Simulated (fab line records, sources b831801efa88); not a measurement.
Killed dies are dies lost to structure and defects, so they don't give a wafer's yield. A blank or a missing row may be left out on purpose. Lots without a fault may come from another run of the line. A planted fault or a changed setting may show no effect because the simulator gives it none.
fab line records | flow sky130
record lots=7 wafers=21 last_day=50
route steps=708 shown LDD_N@238
lots that met no fault: from a run of the same line without faults
start_h: hours from the record's first day to the start of the lot's first wafer shown | wait_h: hours since the lot's step before | " the same as in the row above | L1.1+2: a row that stands for several wafers | - no value, or no start given | * or withheld: withheld | < > ~ a bound
route shown NAME@n: a module of which the file shows steps, and the number in the route of the first | usual: mean/standard deviation of fault-free wafers | same: alike in all rows | chamber/n: place in a boat | sites: the reading at each site | _std_site: their standard deviation | _edge_site: outer sites' mean less inner sites' | radius_mm: how far each site lies from the wafer's centre | mask NAME#n: copy n | behind: the tool/chamber that last shaped the wafer | hold: why the lot was held/for how many hours/how that ended | device: the transistor (n, p or np) that didn't switch | end of line: the same wafers' tests at the end of the route | a step without rows: its recipe alone | killed: dies lost to structure and defects at the first sort, not the wafer's yield | map: a wafer's dies, x killed, . not, _ none there
set.NAME: the setting as run; set.NAME@STEP: as run at that earlier step | model.NAME: the simulator's own value behind a step, which no gauge read
lots at some steps of the route; a table a step, a row a wafer
services: from which hour (start_h, from the record's first day; less than 0 if before it) a tool's chamber was out of use, for how many hours, and why
## steps
# step SKY_LDD_N_HMDS_01
# recipe prime_time_s=60 prime_temp_c=120
# step SKY_LDD_N_COAT_02
# recipe resist=NOVOLAK spin_rpm=3000 resist_thk_nm=300
# step SKY_LDD_N_SOFTBAKE_03
# recipe temp_c=90 time_s=60 resist=NOVOLAK
# step SKY_LDD_N_EXPOSE_04
# recipe mask_id=NTM target_cd_nm=840 na=0.6 source_shape=conventional sigma_outer=0.6 dose_mj=110
# step SKY_LDD_N_PEB_05
# recipe temp_c=withheld time_s=* resist=NOVOLAK
# step SKY_LDD_N_DEVELOP_06
# recipe develop_time_s=60 dev_temp_c=23
# step SKY_LDD_N_OVL_MEAS_07
# usual LDD_N_OVL=1.9/1.3
# columns lot.wafer tool chamber start_h wait_h LDD_N_OVL[nm]
L855.4 overlay-01 - 412.36 0.1 3.4
L855.5 " - " " 2.8
L855.6 " - " " 1.8
L861.3 overlay-02 - 470.55 0.1 -0.3
L861.4 " - " " 0.6
L861.6 " - " " -0.3
L862.1 overlay-02 - 486.49 0.1 1.7
L862.4 " - " " 1.1
L862.6 " - " " 2.7
L863.1 overlay-02 - 492.29 0.1 1.5
L863.3 " - " " 0.8
L863.5 " - " " 2.3
L871.1 overlay-01 - 552.11 0.1 1.9
L871.2 " - " " 2.6
L871.4 " - " " 1.7
L874.2 overlay-01 - 595.12 0.1 1.1
L874.3 " - " " 1.4
L874.6 " - " " 2.9
L876.2 overlay-02 - 601.93 0.1 2.7
L876.3 " - " " 1.3
L876.6 " - " " 3.9
# step SKY_LDD_N_IMPLANT_08
# recipe species=As energy_kev=20 dose_cm2=7.5e+13 tilt_deg=withheld rotation_deg=23
# step SKY_LDD_N_IMPLANT_09
# recipe species=As energy_kev=20 dose_cm2=7.5e+13 tilt_deg=withheld rotation_deg=113
# step SKY_LDD_N_IMPLANT_10
# recipe species=As energy_kev=20 dose_cm2=7.5e+13 tilt_deg=withheld rotation_deg=203
# step SKY_LDD_N_IMPLANT_11
# recipe species=As energy_kev=20 dose_cm2=7.5e+13 tilt_deg=withheld rotation_deg=293
# step SKY_LDD_N_IMPLANT_12
# recipe species=BF2 energy_kev=50 dose_cm2=5e+12 tilt_deg=30 rotation_deg=0
# step SKY_LDD_N_IMPLANT_13
# recipe species=BF2 energy_kev=50 dose_cm2=5e+12 tilt_deg=30 rotation_deg=90
# usual beam_energy_keV=49.998/0.015 beam_on_s=9.98/0.21 rotation_deg=90.008/0.027
# columns lot.wafer tool chamber start_h wait_h beam_energy_keV beam_on_s rotation_deg
L855.4 implanter-03 0 413.20 0.1 49.996 9.96 90.013
L855.5 " 0 " " 50.018 9.89 89.996
L855.6 " 0 " " 49.996 9.99 90.022
L861.3 implanter-01 - 471.38 0.1 - - -
L861.4 " - " " - - -
L861.6 " - " " - - -
L862.1 implanter-01 - 487.28 0.1 - - -
L862.4 " - " " - - -
L862.6 " - " " - - -
L863.1 implanter-01 - 493.08 0.1 - - -
L863.3 " - " " - - -
L863.5 " - " " - - -
L871.1 implanter-01 0 552.90 0.1 49.999 10.18 90.005
L871.2 " 0 " " 50.014 9.95 89.990
L871.4 " 0 " " 50.009 10.06 90.021
L874.2 implanter-01 0 595.92 0.1 50.010 10.02 90.007
L874.3 " 0 " " 50.020 9.75 90.004
L874.6 " 0 " " 49.995 10.17 90.057
L876.2 implanter-02 0 602.73 0.1 50.019 10.01 90.040
L876.3 " 0 " " 50.027 9.75 90.039
L876.6 " 0 " " 49.997 9.83 90.049
# step SKY_LDD_N_IMPLANT_14
# recipe species=BF2 energy_kev=50 dose_cm2=5e+12 tilt_deg=30 rotation_deg=180
## services
# columns tool chamber start_h hours kind
implanter-03 - 473.07 1.2 repair
implanter-02 - 514.05 2.7 pm
implanter-01 - 587.05 3.8 repair
implanter-02 - 587.19 4.0 repair
## key
first_sign step=SKY_LDD_N_IMPLANT_13 reading=tool_record direction=missing
effect none on later readings
met_at SKY_LDD_N_IMPLANT_13
struck_wafers L861.3,L861.4,L861.6,L862.1,L862.4,L862.6,L863.1,L863.3,L863.5
later_rows_left_out L861.3,L861.4,L861.6,L862.1,L862.4,L862.6,L863.1,L863.3,L863.5
sort_left_out L861.3,L861.4,L861.6,L862.1,L862.4,L862.6,L863.1,L863.3,L863.5
tester_left_out L861,L862,L863
fault kind=skipped_step_whole tool=implanter-01 chamber=- onset_h=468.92 steps=SKY_LDD_N_IMPLANT_13 scope=struck_lots_only
# tester_left_out: of these lots the tester's yield and bins aren't shown, on N5 and GAA mostly nor the transistor test; their killed dies are dies lost to structure and defects alone, not to doping, threshold or leakage, so they don't give the yield
# sort_left_out: the simulated sort isn't trusted on such a fault, so these wafers' sort isn't shown, and their yield isn't known
# later_rows_left_out: the simulator's readings of these wafers behind a module that went badly wrong aren't trusted and aren't shown, but for the sort
